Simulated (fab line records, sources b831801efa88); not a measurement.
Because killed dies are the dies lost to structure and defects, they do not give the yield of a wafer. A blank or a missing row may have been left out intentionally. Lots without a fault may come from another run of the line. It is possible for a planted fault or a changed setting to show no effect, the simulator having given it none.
Which of the tools did it? | flow gf180mcu | Sampling: 7 lots, 21 wafers, 2 of 602 route steps

WHAT THE GAUGES READ, wafer by wafer
GF_SAB_THK_MEAS_01.
lot  | measured     | on            | SAB_CVD_00_THK (nm)
L316 | day 15 18:19 | film metro-02 | 50.7 50.8 51.0
L319 | day 16 20:21 | film metro-03 | 50.3 50.0 50.5
L321 | day 17 16:47 | film metro-04 | 49.8 50.3 50.6
L324 | day 18 10:23 | film metro-04 | 48.9 49.0 49.9
L326 | day 19 18:32 | film metro-04 | 49.1 50.1 49.6
L328 | day 20 01:19 | film metro-02 | 43.7 44.1 44.2
L335 | day 22 04:58 | film metro-02 | 49.8 50.2 50.6

WHICH TOOL RAN EACH LOT (tool, then ch and the chambers of the sampled wafers, then the start)
lot  | GF_SAB_CVD_00
L316 | pecvd-03 ch 0,1,2, day 15 18:18
L319 | pecvd-03 ch 0,1,2, day 16 20:19
L321 | pecvd-02 ch 1,2, day 17 16:46
L324 | pecvd-01 ch 0,1, day 18 10:22
L326 | pecvd-02 ch 0,1, day 19 18:29
L328 | pecvd-01 ch 0,1,2, day 20 01:17
L335 | pecvd-03 ch 1,2, day 22 04:56
- GF_SAB_CVD_00: deposits SiO2 from TEOS, target thk 50 nm, time 4.9302 s.

THE ANSWER, worked out from the rows above alone
Rule: the lots themselves supply what counts as usual. Put in order of their means at a reading, lots are off if they are a third of the lots or fewer, leave a main group of 4 or more, and stand apart from it by a gap of 3 or more times the standard deviation of the main group's means; of several such gaps the widest counts. A main group whose means are all the same, to the digits that the tables above print for the reading, isn't used. A lot without any number at a reading at which 4 lots or more have one is off too. Where the step has rows for the other lots, those lots are counted as sound.
Off: L328, at GF_SAB_THK_MEAS_01 (SAB_CVD_00_THK). Main group: mean 50.1 nm, sd 0.51.
A tool fits if, at a process step before that reading, it ran every lot that is off, and no sound lot after the first of them. Gauges at GF_SAB_THK_MEAS_01: tried the same way as those tools. One candidate fits, namely pecvd-01 at GF_SAB_CVD_00. Its last sound lot is L324 (day 18 10:22), its first lot that is off L328 (day 20 01:17): a fault that began between those two fits.

WHAT THE SIMULATOR HAD INSERTED
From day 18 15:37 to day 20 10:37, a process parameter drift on pecvd-01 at GF_SAB_CVD_00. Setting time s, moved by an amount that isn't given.
Lots struck among those shown: L328. The same result came from the rule above.
